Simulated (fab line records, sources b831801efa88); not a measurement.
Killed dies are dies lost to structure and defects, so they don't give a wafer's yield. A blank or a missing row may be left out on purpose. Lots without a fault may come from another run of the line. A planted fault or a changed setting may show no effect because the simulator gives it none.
Chamber matching | flow gf180mcu | GF_STI_ETCH_14 on rie_si-01: 4 sister chambers
The step etches Si in HBr/Cl2/O2, target depth 360 nm, time 102.9 s. 4 wafers are shown with their chamber, then 7 later ones without.

WAFERS WITH THEIR CHAMBER
wafer  | chamber | drypump_motor_current_A (A)
L601.2 | 2       | 5.2
L601.3 | 3       | 5.0
L604.1 | 0       | 6.5
L604.2 | 1       | 6.3

WAFERS WITHOUT THEIR CHAMBER
wafer  | drypump_motor_current_A (A)
L604.4 | 5.0
L605.1 | 5.1
L605.2 | 6.3
L605.4 | 5.3
L606.2 | 5.1
L606.3 | 6.5
L606.6 | 5.2

WHICH CHAMBER EACH WENT THROUGH
wafer  | from the rows above     | in truth
L604.4 | 3                       | 3
L605.1 | can't be placed: 3 or 2 | 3
L605.2 | 1                       | 1
L605.4 | 2                       | 2
L606.2 | can't be placed: 3 or 2 | 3
L606.3 | 0                       | 0
L606.6 | 2                       | 2
Placed correctly: 5 of 7. Can't be placed from these rows: 2 (the true chamber is among the candidates in 2). Placed wrongly: 0.
How it was worked out, from the rows above alone: a wafer's distance from a chamber is the root of the sum, over the readings, of the square of ((its reading less the chamber's mean) divided by the reading's scatter). The wafer belongs to the nearest chamber; if the next one is less than 2 further off, it can't be placed. A chamber's mean is the mean of its shown wafers. The scatter: with one shown wafer a chamber, the root of the mean of the squares of how far each hidden wafer lies from its nearest shown one.
